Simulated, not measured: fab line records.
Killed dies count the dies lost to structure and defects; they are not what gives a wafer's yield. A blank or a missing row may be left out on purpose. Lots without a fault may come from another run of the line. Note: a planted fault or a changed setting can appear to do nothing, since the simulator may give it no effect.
fab line records	flow sfqLine
[record] lots = 6	wafers = 18	lastDay = 81
route steps=325 shown M5@200 A5B@209 R5@212
lots untouched by any fault: they come from a run of this same line in which no faults occurred
startH: hours from the record's opening day to when the first of the lot's shown wafers began	waitH: hours elapsed since this lot's preceding step	" unchanged from the row above	L1.1+2: a row that stands for several wafers	- value missing, or start not given	* or withheld: withheld	< > ~ a bound
route shown NAME@n: a module of which the file shows steps, and the number in the route of the first	usual: average and standard deviation across the fault-free wafers	same: alike in all rows	chamber/n: place in a boat	sites: per-site readings	_std_site: how widely they spread, as a standard deviation	_edge_site: mean of outer sites minus mean of inner sites	radiusMm: for every site, how far away it sits from the centre of the wafer	mask NAME#n: copy n	behind: the most recent tool/chamber to have shaped the wafer	hold: the reason the lot was held/the length of the hold in hours/how it ended	device: which transistor (n, p or np) failed to switch	end of line: the same wafers' tests at the end of the route	step lacking rows: just its recipe	killed: count of dies lost to structure and defects at first sort (not the wafer's yield)	map: the dies of a wafer, with x for killed, . for not killed, _ for no die there
set.NAME: the setting the step ran with; set.NAME@STEP: the setting that earlier step ran with	model.NAME: the simulator's own value behind a step, which no gauge read
lots seen at some steps along the route; tables by step, rows by wafer
services: the hour from which a tool's chamber was out of use, counted from the record's first day as startH (under 0 if before that day), plus the number of hours and why
[[steps]]
[step SFQ_TRILAYER_M5_LITHO_SOFTBAKE_127]
[recipe] tempC = withheld	timeS = withheld	resist = KrF
[step SFQ_TRILAYER_M5_LITHO_EXPOSE_124]
[recipe] maskId = M5	na = 0.6	sourceShape = conventional	sigmaOuter = 0.65	targetCdNm = 700	doseMj = 14.4
[step SFQ_TRILAYER_M5_LITHO_PEB_126]
[recipe] pebTempC = 115	pebTimeS = 60	resist = KrF
[step SFQ_TRILAYER_M5_LITHO_DEVELOP_125]
[recipe] timeS = 60	resist = KrF
[step SFQ_M5_OVL_MEAS_932]
[usual] M5_OVL = 0/4.6
lot.wafer	tool	chamber	startH	waitH	M5_OVL[nm]
L133.1	overlay-02	-	1025.85	0.1	2
L133.3	"	-	"	"	3
L133.5	"	-	"	"	0
L134.1	overlay-02	-	1027.05	0.1	2
L134.2	"	-	"	"	-3
L134.6	"	-	"	"	1
L151.2	overlay-02	-	1427.90	0.1	2
L151.4	"	-	"	"	-6
L151.6	"	-	"	"	-1
L153.1	overlay-01	-	1436.70	0.1	-5
L153.3	"	-	"	"	5
L153.6	"	-	"	"	4
L154.4	overlay-01	-	1437.92	0.1	2
L154.5	"	-	"	"	1
L154.6	"	-	"	"	1
L155.2	overlay-01	-	1439.11	0.1	-6
L155.3	"	-	"	"	-2
L155.6	"	-	"	"	-2
[step SFQ_TRILAYER_M5_BARC_OPEN_METAL_ETCH_161]
[recipe] maskMaterial = PR	chemistry = O2	targetDepthNm = 125	target = BARC	icpW = 600	biasW = 80	pressureMtorr = 10	timeS = 41.7
[step SFQ_TRILAYER_M5_ETCH_METAL_ETCH_126]
[recipe] target = Nb	stopOn = SiO2	maskMaterial = PR	overEtchFrac = 0.15	timeS = 203.2	chemistry = Cl2/BCl3	targetDepthNm = 265	icpW = 600	biasW = 80	pressureMtorr = 10
[usual] biasW = 79.97/0.25	drypumpMotorCurrentA = 5.9/0.4	oesProductAu = 0.727/0.0054
lot.wafer	tool	chamber	startH	waitH	biasW	drypumpMotorCurrentA	oesProductAu	rfHoursCounterH
L133.1	rieMetal-01	0	1025.95	0.0	80.37	5.8	0.720	8
L133.3	"	1	"	"	79.75	5.7	0.715	-
L133.5	"	0	"	"	80.53	5.8	0.717	-
L134.1	rieMetal-02	1	1027.15	0.0	79.96	5.2	0.737	143
L134.2	"	0	"	"	80.07	6.5	0.736	90
L134.6	"	0	"	"	79.90	6.5	0.729	-
L151.2	rieMetal-04	1	1427.99	0.0	80.14	5.7	0.717	69
L151.4	"	0	"	"	80.11	6.3	0.719	-
L151.6	"	0	"	"	80.23	6.3	0.733	-
L153.1	rieMetal-04	0	1436.80	0.0	80.20	6.3	0.728	125
L153.3	"	1	"	"	79.99	5.7	0.730	-
L153.6	"	0	"	"	80.11	6.3	0.733	-
L154.4	rieMetal-02	0	1438.06	0.1	79.78	6.5	0.728	-
L154.5	"	0	"	"	80.17	6.5	0.731	-
L154.6	"	1	"	"	79.97	5.2	0.732	-
L155.2	rieMetal-04	1	1439.20	0.0	80.18	5.7	0.733	71
L155.3	"	0	"	"	79.73	6.3	0.724	-
L155.6	"	1	"	"	80.44	5.7	0.724	-
[step SFQ_TRILAYER_M5_STRIP_STRIP_127]
[recipe] gas = O2	powerW = 200	platenTempC = 40	overashFraction = 0.65	chemistry = O2	pressureMtorr = 50
[usual] drypumpMotorCurrentA = 5.9/0.4	oesProductAu = 1.004/0.0088
[same] overashFraction = 0.65
lot.wafer	tool	chamber	startH	waitH	drypumpMotorCurrentA	oesProductAu	rfHoursCounterH
L133.1	rieMetal-01	0	1026.14	0.1	5.8	0.998	8
L133.3	"	1	"	"	5.7	1.005	-
L133.5	"	0	"	"	5.8	1.002	-
L134.1	rieMetal-02	1	1027.34	0.1	5.2	0.994	143
L134.2	"	0	"	"	6.5	1.009	90
L134.6	"	0	"	"	6.5	1.005	-
L151.2	rieMetal-04	1	1428.18	0.1	5.7	1.007	69
L151.4	"	0	"	"	6.3	1.013	-
L151.6	"	0	"	"	6.3	1.015	-
L153.1	rieMetal-04	0	1436.99	0.1	6.3	1.005	125
L153.3	"	1	"	"	5.7	1.002	-
L153.6	"	0	"	"	6.3	1.017	-
L154.4	rieMetal-02	0	1438.39	0.3	6.5	1.020	-
L154.5	"	0	"	"	6.5	1.015	-
L154.6	"	1	"	"	5.2	1.001	-
L155.2	rieMetal-04	1	1439.39	0.1	5.7	0.999	71
L155.3	"	0	"	"	6.3	1.023	-
L155.6	"	1	"	"	5.7	1.011	-
[step SFQ_TRILAYER_M5_STRIP_SOLV_CLEAN_128]
[recipe] chemistry = NMP	tempC = 70	timeS = 600
[step SFQ_TRILAYER_A5B_DEP_PECVD_129]
[recipe] material = SiO2	tempC = 150	timeS = 133.33	pressureTorr = 2.4	rfW = 183.3	precursor = SiH4/N2O	targetThkNm = 600
[step SFQ_TRILAYER_A5B_CMP_CMP_130]
[recipe] stopOn = Nb	downForcePsi = 3	platenRpm = 60	targetThkNm = 340.7
[usual] motorCurrentA = 10.3/0.87
lot.wafer	tool	chamber	startH	waitH	motorCurrentA
L133.1	cmp-02	3	1032.88	5.9	10.1
L133.3	"	2	1034.38	7.4	9.9
L133.5	"	3	"	"	10.1
L134.2	cmp-02	3	1036.88	8.7	9.9
L134.1	"	0	"	"	10.9
L134.6	"	1	"	"	9.0
L151.2	cmp-02	1	1450.89	21.9	8.6
L151.4	"	0	1452.39	23.3	11.1
L151.6	"	1	"	"	8.5
L153.3	cmp-02	1	1454.89	17.0	9.4
L153.1	"	2	"	"	9.3
L153.6	"	3	"	"	9.3
L154.4	cmp-02	2	1456.89	17.8	9.2
L154.5	"	2	1458.89	19.8	9.9
L154.6	"	3	"	"	10.5
L155.2	cmp-01	1	1457.69	17.5	11.2
L155.3	"	3	1458.69	18.5	11.0
L155.6	"	1	1459.69	19.4	10.9
[step SFQ_TRILAYER_A5B_METRO_MEASURE_131]
[usual] thkNm = 340/5.1
lot.wafer	tool	chamber	startH	waitH	thkNm
L133.1	filmMetro-04	-	1035.88	2.5	337
L133.3	"	-	"	"	345
L133.5	"	-	"	"	338
L134.1	filmMetro-01	-	1038.88	1.0	344
L134.2	"	-	"	"	339
L134.6	"	-	"	"	346
L151.2	filmMetro-01	-	1454.09	2.7	340
L151.4	"	-	"	"	337
L151.6	"	-	"	"	340
L153.1	filmMetro-01	-	1456.89	1.0	339
L153.3	"	-	"	"	339
L153.6	"	-	"	"	332
L154.4	filmMetro-04	-	1460.49	3.1	343
L154.5	"	-	"	"	337
L154.6	"	-	"	"	327
L155.2	filmMetro-01	-	1460.89	2.7	336
L155.3	"	-	"	"	334
L155.6	"	-	"	"	326
[step SFQ_TRILAYER_R5_DEP_SPUTTER_132]
[recipe] material = Ti	basePressurePa = 1.33e-06	targetThkNm = 5	powerW = 2000	timeS = 5	chamberPressurePa = 0.4
[usual] cathodeDcPowerW = 2000.0/0.36	throttleValvePct = 30.4/1.4
lot.wafer	tool	chamber	startH	waitH	cathodeDcPowerW	throttleValvePct	model.Ti_of_TRILAYER_R5_DEP_SPUTTER_132.thkNm
L133.1	pvdSputter-03	-	1037.08	1.0	1999.1	28.0	5.162
L133.3	"	-	"	"	2000.5	30.3	5.226
L133.5	"	-	"	"	1999.4	30.3	5.276
L134.1	pvdSputter-05	-	1040.08	1.0	2000.1	29.7	4.947
L134.2	"	-	"	"	2000.0	32.9	4.836
L134.6	"	-	"	"	1999.9	28.7	4.94
L151.2	pvdSputter-05	-	1455.09	0.8	1999.9	30.2	3.213
L151.4	"	-	"	"	2000.6	29.9	3.105
L151.6	"	-	"	"	2000.6	29.9	3.155
L153.1	pvdSputter-05	-	1458.09	1.0	1999.8	28.8	2.918
L153.3	"	-	"	"	2000.0	29.9	2.993
L153.6	"	-	"	"	2000.6	28.8	2.961
L154.4	pvdSputter-03	-	1461.09	0.4	1999.3	30.5	5.026
L154.5	"	-	"	"	1999.7	28.4	4.991
L154.6	"	-	"	"	2000.2	28.2	4.945
L155.2	pvdSputter-04	-	1461.89	0.8	2000.0	31.6	5.097
L155.3	"	-	"	"	1999.6	31.1	4.999
L155.6	"	-	"	"	1999.3	31.8	5.253
[step SFQ_TRILAYER_R5_DEP_SPUTTER_133]
[recipe] material = MoNx	basePressurePa = 1.33e-06	targetThkNm = 40	powerW = 1000	timeS = 66.7	chamberPressurePa = 0.4
[usual] cathodeDcPowerW = 1000.0/0.19	throttleValvePct = 30.4/1.4
lot.wafer	tool	chamber	startH	waitH	cathodeDcPowerW	throttleValvePct
L133.1	pvdSputter-03	-	1037.10	0.0	1000.3	27.9
L133.3	"	-	"	"	999.76	30.9
L133.5	"	-	"	"	1000.0	30.4
L134.1	pvdSputter-05	-	1040.10	0.0	1000.4	30.0
L134.2	"	-	"	"	1000.2	32.6
L134.6	"	-	"	"	999.87	28.8
L151.2	pvdSputter-05	-	1455.11	0.0	1000.2	30.0
L151.4	"	-	"	"	999.90	29.7
L151.6	"	-	"	"	999.92	30.1
L153.1	pvdSputter-05	-	1458.11	0.0	1000.1	28.8
L153.3	"	-	"	"	1000.1	29.8
L153.6	"	-	"	"	1000.0	29.2
L154.4	pvdSputter-03	-	1461.11	0.0	1000.1	30.4
L154.5	"	-	"	"	1000.00	28.4
L154.6	"	-	"	"	999.98	28.2
L155.2	pvdSputter-04	-	1461.91	0.0	1000.2	31.6
L155.3	"	-	"	"	1000.00	31.0
L155.6	"	-	"	"	1000.1	31.7
[[services]]
tool	chamber	startH	hours	kind
pvdSputter-03	-	1015.23	0.5	repair
filmMetro-01	-	1032.88	3.2	pm
filmMetro-01	-	1096.25	0.5	pm
pvdSputter-05	-	1104.82	2.1	repair
pvdSputter-05	-	1153.45	1.3	repair
pvdSputter-05	-	1168.23	1.8	repair
filmMetro-01	-	1170.27	142.2	repair
pvdSputter-05	-	1175.74	4.1	repair
filmMetro-01	-	1185.46	6.6	repair
cmp-02	-	1189.89	4.5	repair
cmp-02	-	1191.83	1.5	repair
cmp-02	-	1213.80	5.4	repair
pvdSputter-05	-	1227.69	2.8	repair
cmp-02	-	1229.82	1.4	repair
cmp-02	-	1244.15	5.0	pm
rieMetal-02	-	1248.71	1.4	pm
cmp-02	-	1253.39	6.7	pm
cmp-02	-	1260.08	4.0	pm
rieMetal-04	-	1313.00	1.2	repair
cmp-02	-	1364.77	0.6	repair
cmp-02	-	1391.90	4.4	repair
cmp-02	-	1420.08	0.8	repair
cmp-02	-	1436.23	1.8	repair
pvdSputter-05	-	1444.58	2.4	repair
[[key]]
firstSign none at tools or gauges
[modelEffect] step = SFQ_TRILAYER_R5_DEP_SPUTTER_132	value = Ti_of_TRILAYER_R5_DEP_SPUTTER_132.thkNm	without = 4.991	struck = 3.057
metAt SFQ_TRILAYER_R5_DEP_SPUTTER_132
struckWafers L151.2,L151.4,L151.6,L153.1,L153.3,L153.6
onsetBetween 1040.08 1455.09
[fault] kind = processParameterDrift	tool = pvdSputter-05	chamber = -	onsetH = 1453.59	steps = SFQ_TRILAYER_R5_DEP_SPUTTER_132	channel = targetThkNm	offset = -1.9341	shape = step	endH = 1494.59	actsIn = theseRecipesOnly	stated = 5
